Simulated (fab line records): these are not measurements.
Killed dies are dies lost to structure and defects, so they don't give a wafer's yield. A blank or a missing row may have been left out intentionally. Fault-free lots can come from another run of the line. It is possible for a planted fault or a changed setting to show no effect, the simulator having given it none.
fab line records	flow sky130
[record] lots = 12	wafers = 36	lastDay = 50
route steps=708 shown VT_ADJUST_NCORE@126 POLY_GATE@227 LDD_HVN@276 PAD_OPEN@708
lots with no fault: from the same line, run without faults
startH: the number of hours between the record's first day and the start of the first shown wafer of the lot	waitH: how many hours have passed since the lot's step before this one	" same as the row above	L1.1+2: several wafers, shown together as one row	- no value present, or no start provided	* or withheld: withheld	< > ~ a bound
route shown NAME@n: NAME is a module with steps in the file, n the number in the route of the first one	usual: mean/standard deviation taken from wafers without a fault	same: alike in all rows	chamber/n: place in a boat	sites: per-site readings	_std_site: standard deviation across them	_edge_site: mean of outer sites minus mean of inner sites	radiusMm: how far each site lies from the wafer's centre	mask NAME#n: copy n	behind: tool/chamber where the wafer was last shaped	hold: the reason the lot was held/the length of the hold in hours/how it ended	device: which transistor (n, p or np) failed to switch	end of line: tests of these same wafers at the route's end	a step with no rows: only its recipe	killed: dies lost to structure and defects at the first sort, not the wafer's yield	map: per-die view of a wafer (x killed, . not killed, _ where there is no die)
set.NAME: setting as actually run; set.NAME@STEP: the setting as run at that earlier step	model.NAME: the simulator's own value behind a step, which no gauge read
a sample of lots followed through the steps of the route, with each step as a table and each wafer as a row
services: a tool's chamber out of use, with start hour (startH, from the record's first day; less than 0 if before it), hours out, and reason
[[steps]]
[step SKY_VT_ADJUST_NCORE_CD_MEAS_07]
[recipe] targetCdNm = 380
[usual] cdNm = 379.0/2
lot.wafer	tool	chamber	startH	waitH	cdNm
L600.1	cdSem-01	-	180.48	0.2	379.1
L600.2	"	-	"	"	378.4
L600.5	"	-	"	"	380.0
L602.1	cdSem-01	-	194.05	0.1	376.9
L602.3	"	-	"	"	380.6
L602.4	"	-	"	"	377.9
L603.2	cdSem-01	-	200.60	0.1	379.8
L603.5	"	-	"	"	378.1
L603.6	"	-	"	"	381.1
L604.2	cdSem-02	-	212.95	0.1	377.2
L604.3	"	-	"	"	378.7
L604.4	"	-	"	"	379.8
L606.3	cdSem-02	-	221.72	0.1	373.1
L606.4	"	-	"	"	378.0
L606.5	"	-	"	"	376.8
L607.2	cdSem-01	-	231.68	0.1	380.9
L607.3	"	-	"	"	381.0
L607.6	"	-	"	"	381.6
L608.2	cdSem-02	-	238.83	0.1	373.9
L608.5	"	-	"	"	373.8
L608.6	"	-	"	"	376.3
L611.1	cdSem-01	-	260.95	0.1	377.6
L611.3	"	-	"	"	378.7
L611.6	"	-	"	"	378.2
L614.4	cdSem-02	-	281.64	0.1	382.6
L614.5	"	-	"	"	381.9
L614.6	"	-	"	"	382.8
L615.1	cdSem-01	-	292.46	0.1	379.8
L615.3	"	-	"	"	379.2
L615.6	"	-	"	"	380.3
L618.1	cdSem-01	-	316.91	0.1	379.4
L618.4	"	-	"	"	378.9
L618.6	"	-	"	"	378.3
L623.2	cdSem-01	-	360.90	0.1	379.7
L623.3	"	-	"	"	380.1
L623.5	"	-	"	"	380.2
[step SKY_VT_ADJUST_NCORE_STRIP_10]
[recipe] chemistry = O2/N2	powerW = 1400	pressureMtorr = 1500	platenTempC = withheld	o2FlowSccm = 3000	n2FlowSccm = 300	overashFraction = 0.5
[usual] drypumpMotorCurrentA = 5.81/0.26	n2FlowSccm = 300.2/0.83	oesProductAu = 0.715/0.0046	stripTimeToEndpointS = 14.177/0.03
lot.wafer	tool	chamber	startH	waitH	drypumpMotorCurrentA	n2FlowSccm	oesProductAu	rfHoursCounterH	stripTimeToEndpointS
L600.1	plasmaAsher-03	1	180.79	0.1	5.71	300.3	0.718	50	14.136
L600.2	"	0	"	"	6.07	301.0	0.709	50	14.171
L600.5	"	1	"	"	5.71	300.0	0.716	-	14.190
L602.1	plasmaAsher-02	0	194.36	0.1	6.09	300.2	0.717	37	14.174
L602.3	"	1	"	"	5.45	299.7	0.719	-	14.197
L602.4	"	0	"	"	6.12	300.2	0.721	-	14.141
L603.2	plasmaAsher-03	0	200.89	0.1	6.07	301.1	0.705	52	14.189
L603.5	"	1	"	"	5.68	301.1	0.721	-	14.225
L603.6	"	0	"	"	6.05	301.2	0.717	-	14.184
L604.2	plasmaAsher-04	1	213.23	0.1	5.96	300.6	0.708	52	14.208
L604.3	"	1	"	"	5.96	300.4	0.706	-	14.175
L604.4	"	0	"	"	5.53	301.2	0.717	-	14.173
L606.3	plasmaAsher-02	1	222.02	0.1	5.48	300.9	0.713	-	14.198
L606.4	"	0	"	"	6.12	299.5	0.708	-	14.172
L606.5	"	1	"	"	5.47	299.3	0.709	-	14.169
L607.2	plasmaAsher-04	1	231.96	0.1	5.97	300.3	0.715	54	14.102
L607.3	"	1	"	"	5.95	300.2	0.699	-	14.196
L607.6	"	1	"	"	5.95	299.3	0.712	-	14.195
L608.2	plasmaAsher-04	1	239.11	0.1	5.93	299.6	0.712	55	14.139
L608.5	"	1	"	"	5.95	299.7	0.717	-	14.151
L608.6	"	0	"	"	5.52	299.0	0.724	-	14.106
L611.1	plasmaAsher-02	0	261.26	0.1	6.11	299.0	0.712	44	14.144
L611.3	"	0	"	"	6.11	299.0	0.716	-	14.183
L611.6	"	1	"	"	5.48	301.0	0.720	-	14.199
L614.4	plasmaAsher-03	0	281.92	0.1	6.08	299.2	0.720	-	14.175
L614.5	"	0	"	"	6.07	299.7	0.712	-	14.133
L614.6	"	1	"	"	5.68	299.3	0.721	-	14.198
L615.1	plasmaAsher-02	0	292.76	0.1	6.11	299.8	0.719	47	14.179
L615.3	"	0	"	"	6.12	299.7	0.717	-	14.170
L615.6	"	1	"	"	5.49	299.8	0.714	-	14.188
L618.1	plasmaAsher-03	1	317.21	0.1	5.71	298.7	0.708	62	14.128
L618.4	"	1	"	"	5.69	298.0	0.717	-	14.152
L618.6	"	0	"	"	6.08	301.5	0.713	-	14.133
L623.2	plasmaAsher-02	1	361.18	0.1	5.46	300.9	0.714	54	14.142
L623.3	"	0	"	"	6.13	301.0	0.718	-	14.139
L623.5	"	1	"	"	5.46	301.0	0.718	-	14.135
[step SKY_POLY_GATE_CD_MEAS_13]
[recipe] targetCdNm = 150
[usual] cdNm = 150.5/1.1
lot.wafer	tool	chamber	startH	waitH	cdNm
L600.1	cdSem-02	-	359.66	-	150.8
L600.2	"	-	"	"	150.2
L600.5	"	-	"	"	150.9
L602.1	cdSem-01	-	386.20	-	148.6
L602.3	"	-	"	"	148.3
L602.4	"	-	"	"	149.3
L603.2	cdSem-01	-	390.78	-	150.2
L603.5	"	-	"	"	150.2
L603.6	"	-	"	"	150.0
L604.2	cdSem-02	-	402.93	-	149.9
L604.3	"	-	"	"	149.7
L604.4	"	-	"	"	150.8
L606.3	cdSem-01	-	416.40	-	150.0
L606.4	"	-	"	"	150.3
L606.5	"	-	"	"	150.7
L607.2	cdSem-01	-	437.38	-	148.9
L607.3	"	-	"	"	149.2
L607.6	"	-	"	"	150.5
L608.2	cdSem-01	-	444.67	-	149.9
L608.5	"	-	"	"	149.9
L608.6	"	-	"	"	151.0
L611.1	cdSem-02	-	474.85	-	151.5
L611.3	"	-	"	"	151.6
L611.6	"	-	"	"	151.3
L614.4	cdSem-01	-	496.71	-	150.5
L614.5	"	-	"	"	151.2
L614.6	"	-	"	"	152.1
L615.1	cdSem-01	-	512.70	-	152.4
L615.3	"	-	"	"	150.0
L615.6	"	-	"	"	151.6
L618.1	cdSem-01	-	533.21	-	151.7
L618.4	"	-	"	"	150.3
L618.6	"	-	"	"	151.1
L623.2	cdSem-01	-	583.33	-	149.6
L623.3	"	-	"	"	150.9
L623.5	"	-	"	"	149.8
[step SKY_LDD_HVN_STRIP_09]
[recipe] chemistry = O2/N2	powerW = 1400	pressureMtorr = 1500	platenTempC = withheld	o2FlowSccm = 3000	n2FlowSccm = 300	overashFraction = 0.5
[usual] drypumpMotorCurrentA = 5.67/0.29	n2FlowSccm = 300.1/0.92	oesProductAu = 0.408/0.0052	stripTimeToEndpointS = 4.129/0.013
lot.wafer	tool	chamber	startH	waitH	drypumpMotorCurrentA	n2FlowSccm	oesProductAu	rfHoursCounterH	stripTimeToEndpointS
L600.1	plasmaAsher-03	1	455.45	0.1	5.71	300.4	0.402	3	4.152
L600.2	"	0	"	"	6.05	300.6	0.407	3	4.138
L600.5	"	1	"	"	5.75	301.3	0.407	-	4.119
L602.1	plasmaAsher-01	0	482.25	0.1	5.73	300.1	0.411	38	4.152
L602.3	"	0	"	"	5.73	299.6	0.409	-	4.137
L602.4	"	1	"	"	5.28	300.8	0.401	-	4.149
L603.2	plasmaAsher-02	1	487.99	0.1	5.46	300.1	0.409	66	4.137
L603.5	"	0	"	"	6.12	301.2	0.408	-	4.139
L603.6	"	1	"	"	5.48	300.4	0.407	-	4.159
L604.2	plasmaAsher-01	1	497.74	0.1	5.30	299.4	0.409	39	4.121
L604.3	"	0	"	"	5.77	299.8	0.411	-	4.134
L604.4	"	1	"	"	5.30	300.3	0.407	-	4.147
L606.3	plasmaAsher-01	0	515.15	0.1	5.77	299.6	0.412	-	4.127
L606.4	"	1	"	"	5.29	300.3	0.406	-	4.129
L606.5	"	0	"	"	5.76	298.8	0.409	-	4.111
L607.2	plasmaAsher-03	0	533.61	0.1	6.04	299.2	0.404	11	4.114
L607.3	"	0	"	"	6.07	300.9	0.402	-	4.125
L607.6	"	0	"	"	6.05	299.5	0.414	-	4.120
L608.2	plasmaAsher-02	0	540.71	0.1	6.12	299.8	0.409	71	4.135
L608.5	"	0	"	"	6.12	299.5	0.415	-	4.115
L608.6	"	1	"	"	5.49	300.0	0.401	-	4.143
L611.1	plasmaAsher-01	0	569.24	0.1	5.78	299.9	0.405	46	4.134
L611.3	"	0	"	"	5.76	299.1	0.404	-	4.123
L611.6	"	0	"	"	5.76	299.8	0.416	-	4.136
L614.4	plasmaAsher-01	0	590.93	0.1	5.77	242.0	0.404	-	4.144
L614.5	"	1	"	"	5.27	299.8	0.405	-	4.148
L614.6	"	0	"	"	5.75	240.0	0.406	-	4.155
L615.1	plasmaAsher-01	1	606.81	0.1	5.27	299.8	0.410	50	4.130
L615.3	"	0	"	"	5.77	239.4	0.405	-	4.128
L615.6	"	0	"	"	5.78	242.2	0.414	-	4.141
L618.1	plasmaAsher-02	1	625.41	0.1	5.50	299.3	0.409	79	4.125
L618.4	"	0	"	"	6.12	299.6	0.413	-	4.130
L618.6	"	1	"	"	5.48	300.0	0.416	-	4.128
L623.2	plasmaAsher-01	0	673.31	0.1	5.77	300.4	0.398	57	4.118
L623.3	"	1	"	"	5.29	300.1	0.407	-	4.137
L623.5	"	1	"	"	5.28	299.7	0.413	-	4.129
[step SKY_PAD_OPEN_PROBE_99]
[usual] killed_at_M0_to_M3 = 42/6.6	killed_at_M4_up = 3.1/1.9	killedAtContacts = 24/5.6	killedAtFrontEnd = 15/4.8	killedAtOther = 0.3/0.48	killedDies = 84/10	killedOpen = 47/6.8	killedShort = 37/6.8
[same] grossDies = 492	killedAtBackSide = 0
lot.wafer	tool	chamber	startH	waitH	killed_at_M0_to_M3	killed_at_M4_up	killedAtContacts	killedAtFrontEnd	killedAtOther	killedDies	killedOpen	killedShort
L606.3	prober-01	-	1109.58	0.2	53	1	33	20	0	107	68	39
L606.4	prober-01	-	1109.63	0.2	43	9	35	21	1	109	60	49
L606.5	prober-01	-	1109.68	0.2	54	1	23	22	1	101	57	44
// killed by level:class
L606.3 VIA3:geometricParticle:open=13 VIA2:geometricParticle:open=12 LI_CONTACT:geometricParticle:open=11 CONTACT:geometricParticle:open=10 VIA1:geometricParticle:open=8 FIELD_ISO:geometricParticle:open=5 CONTACT:geometricParticle:short=5 VIA1:geometricParticle:short=5
L606.4 CONTACT:geometricParticle:open=13 VIA1:geometricParticle:open=12 LI_CONTACT:geometricParticle:open=9 LOCAL_INTERCONNECT:geometricParticle:short=7 VIA2:geometricParticle:open=7 FIELD_ISO:geometricParticle:short=6 VIA1:geometricParticle:short=5 METAL4:geometricParticle:short=5
L606.5 VIA1:geometricParticle:open=14 VIA2:geometricParticle:open=9 VIA1:geometricParticle:short=8 METAL2:geometricParticle:short=8 POLY_GATE:geometricParticle:open=7 LI_CONTACT:geometricParticle:open=7 LOCAL_INTERCONNECT:geometricParticle:short=7 CONTACT:geometricParticle:open=6
[[services]]
tool	chamber	startH	hours	kind
plasmaAsher-01	-	171.49	0.9	repair
plasmaAsher-03	-	213.85	14.6	pm
plasmaAsher-04	-	224.50	2.5	repair
plasmaAsher-04	-	271.55	1.2	repair
plasmaAsher-01	-	278.31	0.7	repair
plasmaAsher-04	-	303.58	0.5	repair
plasmaAsher-03	-	344.54	0.8	repair
plasmaAsher-04	-	411.43	14.6	pm
plasmaAsher-03	-	421.25	9.0	pm
plasmaAsher-03	0	421.25	9.0	ventCycle
plasmaAsher-03	1	421.25	9.0	ventCycle
plasmaAsher-03	0	430.25	-	clean
plasmaAsher-03	1	430.25	-	clean
plasmaAsher-02	-	441.23	12.9	repair
plasmaAsher-02	-	492.32	2.8	pm
plasmaAsher-01	-	524.41	2.6	repair
plasmaAsher-01	-	640.54	2.8	pm
plasmaAsher-02	-	646.47	9.9	repair
plasmaAsher-02	-	661.93	15.6	pm
[[key]]
[firstSign] step = SKY_LDD_HVN_STRIP_09	reading = n2FlowSccm	direction = down	sigmas = 64	usual = 300.1	struck = 240.9
effect none on later readings
metAt SKY_LDD_HVN_STRIP_09
struckLots L614,L615
struckWafers L614.4,L614.6,L615.3,L615.6
testerLeftOut L614,L615
notActingAt SKY_VT_ADJUST_NCORE_CD_MEAS_07,SKY_VT_ADJUST_NCORE_STRIP_10,SKY_POLY_GATE_CD_MEAS_13
onsetBetween 569.24 590.93
[fault] kind = processParameterDrift	tool = plasmaAsher-01	chamber = 0	onsetH = 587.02	steps = SKY_LDD_HVN_STRIP_09	channel = n2FlowSccm	offset = -60	shape = step	endH = 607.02	actsIn = theseRecipesOnly	stated = 300
// testerLeftOut: of these lots the tester's yield and bins aren't shown, on N5 and GAA mostly nor the transistor test; their killed dies are dies lost to structure and defects alone, not to doping, threshold or leakage, so they don't give the yield
